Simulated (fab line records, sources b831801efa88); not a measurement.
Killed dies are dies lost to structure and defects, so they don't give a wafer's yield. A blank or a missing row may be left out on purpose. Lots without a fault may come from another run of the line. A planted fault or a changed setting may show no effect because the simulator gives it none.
Problem report in the 8D (eight disciplines) form, filled by code | flow gf180mcu | the parts of the form that need people (team, actions taken, sign-off) are left out

1. THE PROBLEM
HV_LDD_2_TW at GF_HV_LDD_TW_MEAS_23 reads a mean of 1659 on 6 wafers of 2 lots; wafers without a fault read 1053 with a standard deviation of 10. That is +61 standard deviations from the usual mean.
First seen on wafer L195.1, day 15 01:48, on film_metro-02. The record holds 39 wafers of 13 lots with a number at this step. Rule for "out", or "out of limits": more than 4 standard deviations from the usual mean. The other wafers with a number count as sound.

2. WHAT IT IS AND WHAT IT IS NOT
question                    | is                           | is not
which readings at this step | HV_LDD_2_TW                  | -
which lots                  | L195, L196                   | L182, L183, L184, L185, L186, L189, L198, L200, L201, L202, L205
which wafers of those lots  | all that have a number       | -
read on which gauges        | film_metro-02, film_metro-03 | film_metro-04
when                        | from day 15 01:48            | up to then (18 sound wafers); but 15 sound wafers of L198, L200, L201, L202, L205 came after

3. SUSPECTS, AND WHAT RULES EACH OUT
Counting: a tool at a process step up to the reading stays a suspect if it ran every lot that is out and no sound lot after the first of them.
- the gauge at GF_HV_LDD_TW_MEAS_23: ruled out. The wafers that are out were read on 2 gauges (film_metro-02, film_metro-03).
- implanter-02 at GF_HV_LDD_IMPLANT_21: kept. It ran every lot that is out, first L195 (day 15 01:33), and no sound lot after that; its last sound lot up to then is L186 (day 12 04:03). Its own readings are out on those wafers: beam_on_s, dose_ions_cm2, faraday_current_uA.
Left after counting: implanter-02 at GF_HV_LDD_IMPLANT_21.

4. THE CAUSE (what the simulator had put in)
Process parameter drift: implanter-02, from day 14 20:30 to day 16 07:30, at GF_HV_LDD_IMPLANT_21. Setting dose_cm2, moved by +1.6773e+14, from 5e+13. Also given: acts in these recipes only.
Counting left only this tool.

5. THE CHAIN OF EFFECTS, in route order
Each row: a reading whose mean over the struck wafers that have a number lies more than 3 standard deviations from the usual. Only readings for which the record gives a usual standard deviation are gone through. hours: the time from each lot's start at the first step in this table that gives one to its start at this step, as a median over the lots. sigmas: the change in usual standard deviations.
hours | step                 | reading            | usual     | on struck wafers | change     | sigmas
0     | GF_HV_LDD_IMPLANT_21 | beam_on_s          | 10.00 s   | 15.26            | +5.26      | +25
0     | GF_HV_LDD_IMPLANT_21 | dose_ions_cm2      | 4.999e+13 | 2.177e+14        | +1.677e+14 | +99 or more
0     | GF_HV_LDD_IMPLANT_21 | faraday_current_uA | 282       | 803              | +521       | +88
0     | GF_HV_LDD_TW_MEAS_23 | HV_LDD_2_TW        | 1053      | 1659             | +606       | +61
The process steps in it:
- GF_HV_LDD_IMPLANT_21

6. WHAT WOULD HAVE CAUGHT IT SOONER
In this record the first reading out of limits at a measuring or inspecting step was taken at day 15 01:48, 5 hours after the fault began at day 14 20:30.
The tool's own readings at GF_HV_LDD_IMPLANT_21 were out on every struck wafer that the step has a row for (beam_on_s, dose_ions_cm2, faraday_current_uA): an alarm limit on them would have fired on the first of those.
Of the lots that are out (2), L196 began GF_HV_LDD_IMPLANT_21 on implanter-02 after day 15 01:48. A hold on the tool at that time would have spared it.
